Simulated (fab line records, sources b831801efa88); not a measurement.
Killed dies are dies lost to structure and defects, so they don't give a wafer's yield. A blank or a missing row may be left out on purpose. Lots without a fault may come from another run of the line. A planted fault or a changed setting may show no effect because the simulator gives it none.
Problem report in the 8D (eight disciplines) form, filled by code | flow sky130 | the parts of the form that need people (team, actions taken, sign-off) are left out

1. THE PROBLEM
METAL2_ALCU_RS at SKY_METAL2_RS_MEAS_05 reads a mean of 0.1689 ohm/sq on 3 wafers of 2 lots; wafers without a fault read 0.1258 ohm/sq with a standard deviation of 0.0014. That is +31 standard deviations from the usual mean.
The step: measures by four-point-probe.
First seen on wafer L643.4, day 38 00:49, on film_metro-02. The record holds 33 wafers of 11 lots with a number at this step. Rule for "out", or "out of limits": more than 4 standard deviations from the usual mean. The other wafers with a number count as sound.

2. WHAT IT IS AND WHAT IT IS NOT
question                    | is                           | is not
which readings at this step | METAL2_ALCU_RS               | -
which lots                  | L643, L644                   | L631, L632, L634, L635, L636, L637, L649, L651, L654
which wafers of those lots  | L643.4, L644.2, L644.4       | L643.1, L643.5, L644.6
read on which gauges        | film_metro-01, film_metro-02 | film_metro-03
when                        | from day 38 00:49            | up to then (20 sound wafers); but 10 sound wafers of L644, L649, L651, L654 came after

3. SUSPECTS, AND WHAT RULES EACH OUT
Counting: a tool at a process step up to the reading stays a suspect if it ran every lot that is out. Sound lots after the first of them don't rule it out here, since some wafers of a struck lot are sound.
- the gauge at SKY_METAL2_RS_MEAS_05: ruled out. The wafers that are out were read on 2 gauges (film_metro-01, film_metro-02).
- pvd_sputter-03 at SKY_METAL2_SPUTTER_02 (material AlCu, target thk 250 nm, time 13.3 s): kept. It ran every lot that is out, first L643 (day 38 00:43); its last sound lot up to then is L632 (day 34 22:01).
Left after counting: pvd_sputter-03 at SKY_METAL2_SPUTTER_02.

4. THE CAUSE (what the simulator had put in)
Process parameter drift: pvd_sputter-03, from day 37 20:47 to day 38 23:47, at SKY_METAL2_SPUTTER_02. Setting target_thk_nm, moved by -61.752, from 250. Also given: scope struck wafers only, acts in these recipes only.
Counting left only this tool.

5. THE CHAIN OF EFFECTS, in route order
Each row: a reading whose mean over the struck wafers that have a number lies more than 3 standard deviations from the usual. Only readings for which the record gives a usual standard deviation are gone through. hours: the time from each lot's start at the first step in this table that gives one to its start at this step, as a median over the lots. sigmas: the change in usual standard deviations.
hours | step                     | reading         | usual         | on struck wafers | change  | sigmas
0     | SKY_METAL2_RS_MEAS_05    | METAL2_ALCU_RS  | 0.1258 ohm/sq | 0.1689           | +0.0431 | +31
0     | SKY_METAL2_THK_MEAS_06   | METAL2_ALCU_THK | 251.9 nm      | 191.0            | -60.9   | -21
25    | SKY_METAL2_METAL_ETCH_19 | oes_product_au  | 0.857 a.u.    | 0.804            | -0.053  | -9.4
The process steps in it:
- SKY_METAL2_METAL_ETCH_19: etches the open film in Cl2/BCl3, stops on SiO2, target depth 360 nm, time 78 s.

6. WHAT WOULD HAVE CAUGHT IT SOONER
In this record the first reading out of limits at a measuring or inspecting step was taken at day 38 00:49, 4 hours after the fault began at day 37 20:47.
Of the tool readings at SKY_METAL2_SPUTTER_02 for which the record gives a usual standard deviation, none was out on any struck wafer, so an alarm limit of 4 standard deviations on them would not have fired.
Of the lots that are out (2), L644 began SKY_METAL2_SPUTTER_02 on pvd_sputter-03 after day 38 00:49. A hold on the tool at that time would have spared it.
